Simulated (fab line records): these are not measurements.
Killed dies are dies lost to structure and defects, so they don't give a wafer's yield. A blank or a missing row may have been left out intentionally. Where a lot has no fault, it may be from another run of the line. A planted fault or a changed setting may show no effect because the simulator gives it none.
Struck lot and sound lot, side by side -- flow sky130 -- 14 out of 708 route steps
Sound: the wafers L453.1, L453.2, L453.5. Wafers struck: L455.1, L455.2, L455.4. The cause comes at the end.
Per side, at each step with rows, come the tool, then ch with its chambers, and then its first start. Under that, the readings that differ: sound wafers -- struck wafers -- difference of the means -- sigmas: that difference in standard deviations of wafers without a fault.
alike: readings whose means differ by less than 2 such deviations, and words and numbers that are the same on both sides. not compared: withheld readings, readings that some wafer has no value for, bounds like >300 that may hide the same value, and numbers for which the record gives no deviation and whose values overlap.
The two part at a step that has a row with sigmas, a row that says differs or no value, or rows on one side only. Numbers that have no deviation but don't overlap get no sigmas and don't part them. Lack of a reading on every wafer of one side parts them only where that side has two or more wafers.

first, 6 steps without rows for these wafers: SKY_RES_XHIGH_COAT_02 (resist thk 1140 nm); SKY_RES_XHIGH_SOFTBAKE_03 (time 60 s); SKY_RES_XHIGH_EXPOSE_04 (exposes mask URPM, target cd 1270 nm); SKY_RES_XHIGH_PEB_05; SKY_RES_XHIGH_DEVELOP_06 (develop time 60 s); SKY_RES_XHIGH_IMPLANT_07.
SKY_RES_XHIGH_STRIP_08: strips in O2/N2.
  sound on plasma-asher-02 ch 0,1, day 27 21:42; struck on plasma-asher-02 ch 0,1, day 28 14:31
  alike: chamber-pressure-mTorr, drypump-motor-current-A, oes-product-au, strip-time-to-endpoint-s
  not compared: rf-hours-counter-h
SKY_RES_XHIGH_TW_MEAS_09:
  struck on film-metro-04, day 28 14:37; sound on film-metro-03, day 27 21:48
  alike: RES_XHIGH_TW
then, 4 steps without rows for these wafers: SKY_SD_N_DEHYDRATE_00 (time 60 s); SKY_SD_N_HMDS_01 (prime time 60 s); SKY_SD_N_COAT_02 (resist thk 1140 nm); SKY_SD_N_SOFTBAKE_03 (time 60 s).
SKY_SD_N_EXPOSE_04: exposes mask NSDM, target cd 380 nm.
  struck on iline-stepper-02, day 29 04:01; sound on iline-stepper-02 ch 0, day 28 12:11
  no value came back on the struck wafers for exposure-dose-mJ-cm2, focus-offset-nm (nm); on the sound wafers exposure-dose-mJ-cm2 reads 141.15 140.99 140.91
  alike: mask
next, for these wafers, 1 step has no rows: SKY_SD_N_PEB_05.

== WHERE THEY PART ==
SKY_SD_N_EXPOSE_04 only, going by this record.

WHY: whatever the simulator had introduced
Step skipped in full: iline-stepper-02, at SKY_SD_N_EXPOSE_04, from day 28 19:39 onward. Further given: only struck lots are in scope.
